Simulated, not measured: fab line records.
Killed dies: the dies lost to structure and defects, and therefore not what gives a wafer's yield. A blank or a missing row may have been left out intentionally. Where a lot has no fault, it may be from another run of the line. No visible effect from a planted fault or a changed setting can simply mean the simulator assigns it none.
Matching of chambers + flow sky130 + 4 sister chambers for SKY_LI_CONTACT_CMP_24 on cmp-01
The step polishes, stops on PSG, t overpolish 20 s, target thk 0 nm. 8 wafers are shown with their chamber, then 10 later ones without.

## WAFERS WITH THEIR CHAMBER
| wafer  | chamber | motor current A (A) | time to endpoint s (s) |
|--------|---------|---------------------|------------------------|
| L516.2 | 2       | 11.0                | 100                    |
| L518.2 | 1       | 12.3                | 95                     |
| L518.6 | 1       | 11.9                | 95                     |
| L524.3 | 2       | 10.7                | 105                    |
| L524.5 | 3       | 8.8                 | 99                     |
| L524.6 | 0       | 10.9                | 89                     |
| L525.1 | 3       | 9.0                 | 98                     |
| L525.2 | 0       | 10.1                | 96                     |

## WAFERS WITHOUT THEIR CHAMBER
| wafer  | motor current A (A) | time to endpoint s (s) |
|--------|---------------------|------------------------|
| L525.5 | 11.0                | 91                     |
| L531.2 | 9.1                 | 99                     |
| L531.5 | 9.0                 | 101                    |
| L531.6 | 10.1                | 102                    |
| L534.4 | 12.1                | 99                     |
| L534.5 | 10.7                | 91                     |
| L534.6 | 9.0                 | 97                     |
| L535.2 | 9.3                 | 93                     |
| L535.3 | 12.5                | 95                     |
| L535.4 | 10.6                | 100                    |

## THE CHAMBER EACH PASSED THROUGH
| wafer  | from the rows above          | in truth |
|--------|------------------------------|----------|
| L525.5 | can't be placed: 0 or 1      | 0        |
| L531.2 | 3                            | 3        |
| L531.5 | 3                            | 3        |
| L531.6 | can't be placed: 2 or 0 or 3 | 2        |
| L534.4 | 1                            | 1        |
| L534.5 | 0                            | 0        |
| L534.6 | 3                            | 3        |
| L535.2 | can't be placed: 3 or 0      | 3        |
| L535.3 | 1                            | 1        |
| L535.4 | can't be placed: 2 or 0      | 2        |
Correct placement for 6 of the 10. From these rows, 4 cannot be placed; in 4 the true chamber is one of the candidates. 0 placed wrongly.
How it was worked out, from the rows above alone: a wafer's distance from a chamber is the root of the sum, over the readings, of the square of ((its reading less the chamber's mean) divided by the reading's scatter). The wafer belongs to the nearest chamber; if the next one is less than 2 further off, it can't be placed. The mean given for a chamber averages the wafers shown for that chamber. How the scatter is found: for the shown wafers, subtract from each reading the mean of its chamber, square and add these, divide the total by (wafers less chambers), then take the root.
